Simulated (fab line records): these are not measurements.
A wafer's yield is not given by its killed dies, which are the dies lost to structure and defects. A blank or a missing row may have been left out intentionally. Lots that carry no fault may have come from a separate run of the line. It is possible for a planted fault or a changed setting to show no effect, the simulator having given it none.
Check of tool commonality / flow sky130 / Lots sampled 13, wafers sampled 45

REASON FOR OPENING
At SKY_SONOS_TUNNEL_TW_MEAS_12 the reading SONOS_TUNNEL_TW is flagged on 2 of 13 lots. No-fault wafers: 199.4, standard deviation 0.99.
Rule: a lot is flagged in two cases, either no wafer of it has a number, or all its wafers with numbers fall more than 4 standard deviations from that mean. All remaining lots are regarded as sound.

lot=L933; measured=day 11 04:35; on=film-metro-04; SONOS_TUNNEL_TW, wafer by wafer=200.8 198.7 199.3; flag=
lot=L934; measured=day 11 20:25; on=film-metro-01; SONOS_TUNNEL_TW, wafer by wafer=198.4 198.4 198.5; flag=
lot=L935; measured=day 12 00:30; on=film-metro-01; SONOS_TUNNEL_TW, wafer by wafer=198.4 198.9 198.3; flag=
lot=L937; measured=day 12 16:34; on=film-metro-04; SONOS_TUNNEL_TW, wafer by wafer=198.8 199.5 199.6; flag=
lot=L938; measured=day 13 02:41; on=film-metro-01; SONOS_TUNNEL_TW, wafer by wafer=198.9 199.1 199.6; flag=
lot=L939; measured=day 13 11:21; on=film-metro-03; SONOS_TUNNEL_TW, wafer by wafer=243.0 243.1 242.3 242.4 243.9 243.6; flag=FLAGGED
lot=L941; measured=day 14 02:37; on=film-metro-03; SONOS_TUNNEL_TW, wafer by wafer=200.5 201.4 199.2; flag=
lot=L946; measured=day 15 12:02; on=film-metro-01; SONOS_TUNNEL_TW, wafer by wafer=198.7 198.0 197.8; flag=
lot=L950; measured=day 16 20:45; on=film-metro-03; SONOS_TUNNEL_TW, wafer by wafer=244.3 244.8 244.5 243.3 244.3 244.5; flag=FLAGGED
lot=L951; measured=day 17 02:59; on=film-metro-04; SONOS_TUNNEL_TW, wafer by wafer=201.7 199.8 200.1; flag=
lot=L953; measured=day 17 18:27; on=film-metro-01; SONOS_TUNNEL_TW, wafer by wafer=198.9 197.1 197.7; flag=
lot=L954; measured=day 18 01:47; on=film-metro-01; SONOS_TUNNEL_TW, wafer by wafer=198.4 199.1 199.3; flag=
lot=L955; measured=day 18 14:56; on=film-metro-04; SONOS_TUNNEL_TW, wafer by wafer=198.6 199.1 200.1; flag=
The numbers of the flagged lots are 243.7 on average: +44.3 against the usual, or +45 standard deviations.

TOOL THAT RAN EACH LOT
The record holds 1 process step before the reading, out of a route of 708 steps. Cell contents, in order: the tool; ch with the chambers the sampled wafers went through; the start.
lot=L933; flag=; SKY_SONOS_TUNNEL_IMPLANT_09=implanter-04 ch 0, day 11 04:01
lot=L934; flag=; SKY_SONOS_TUNNEL_IMPLANT_09=implanter-02 ch 0, day 11 19:56
lot=L935; flag=; SKY_SONOS_TUNNEL_IMPLANT_09=implanter-02 ch 0, day 11 23:58
lot=L937; flag=; SKY_SONOS_TUNNEL_IMPLANT_09=implanter-02 ch 0, day 12 15:59
lot=L938; flag=; SKY_SONOS_TUNNEL_IMPLANT_09=implanter-03 ch 0, day 13 01:44
lot=L939; flag=FLAGGED; SKY_SONOS_TUNNEL_IMPLANT_09=implanter-02 ch 0, day 13 10:29
lot=L941; flag=; SKY_SONOS_TUNNEL_IMPLANT_09=implanter-02 ch 0, day 14 02:11
lot=L946; flag=; SKY_SONOS_TUNNEL_IMPLANT_09=implanter-04 ch 0, day 15 11:37
lot=L950; flag=FLAGGED; SKY_SONOS_TUNNEL_IMPLANT_09=implanter-02 ch 0, day 16 19:50
lot=L951; flag=; SKY_SONOS_TUNNEL_IMPLANT_09=implanter-03 ch 0, day 17 02:34
lot=L953; flag=; SKY_SONOS_TUNNEL_IMPLANT_09=implanter-02 ch 0, day 17 18:02
lot=L954; flag=; SKY_SONOS_TUNNEL_IMPLANT_09=implanter-02 ch 0, day 18 01:22
lot=L955; flag=; SKY_SONOS_TUNNEL_IMPLANT_09=implanter-02 ch 0, day 18 14:31
What these steps do:
- SKY_SONOS_TUNNEL_IMPLANT_09
- SKY_SONOS_TUNNEL_TW_MEAS_12

FLAGGED AGAINST TOTAL, ONE TOOL AT A TIME (gauges that did the reading follow at the end)
step=SKY_SONOS_TUNNEL_IMPLANT_09; tool=implanter-02; lots run=9; flagged=2; share of the flagged lots=all; sound lots run after its first flagged lot=4 (L941,L953,L954,L955)
step=SKY_SONOS_TUNNEL_IMPLANT_09; tool=implanter-03; lots run=2; flagged=0; share of the flagged lots=none; sound lots run after its first flagged lot=-
step=SKY_SONOS_TUNNEL_IMPLANT_09; tool=implanter-04; lots run=2; flagged=0; share of the flagged lots=none; sound lots run after its first flagged lot=-
step=SKY_SONOS_TUNNEL_TW_MEAS_12; tool=film-metro-01; lots run=6; flagged=0; share of the flagged lots=none; sound lots run after its first flagged lot=-
step=SKY_SONOS_TUNNEL_TW_MEAS_12; tool=film-metro-03; lots run=3; flagged=2; share of the flagged lots=all; sound lots run after its first flagged lot=1 (L941)
step=SKY_SONOS_TUNNEL_TW_MEAS_12; tool=film-metro-04; lots run=4; flagged=0; share of the flagged lots=none; sound lots run after its first flagged lot=-

WHAT THE TABLE ALLOWS
Rows of the table that ran all the flagged lots, 2 in number: implanter-02 at SKY_SONOS_TUNNEL_IMPLANT_09; film-metro-03 at SKY_SONOS_TUNNEL_TW_MEAS_12.
- implanter-02 at SKY_SONOS_TUNNEL_IMPLANT_09: 2 of its 9 lots flagged. Sound lots followed the first flagged one (L941, L953, L954, L955) on it, something a lasting fault affecting the whole tool could not allow.
- film-metro-03 at SKY_SONOS_TUNNEL_TW_MEAS_12: 2 of its 3 lots flagged. Sound lots followed the first flagged one (L941) on it, something a lasting fault affecting the whole tool could not allow.
Not one row of the table ran every flagged lot while running no sound lot after the first.

WHAT WAS PUT IN BY THE SIMULATOR
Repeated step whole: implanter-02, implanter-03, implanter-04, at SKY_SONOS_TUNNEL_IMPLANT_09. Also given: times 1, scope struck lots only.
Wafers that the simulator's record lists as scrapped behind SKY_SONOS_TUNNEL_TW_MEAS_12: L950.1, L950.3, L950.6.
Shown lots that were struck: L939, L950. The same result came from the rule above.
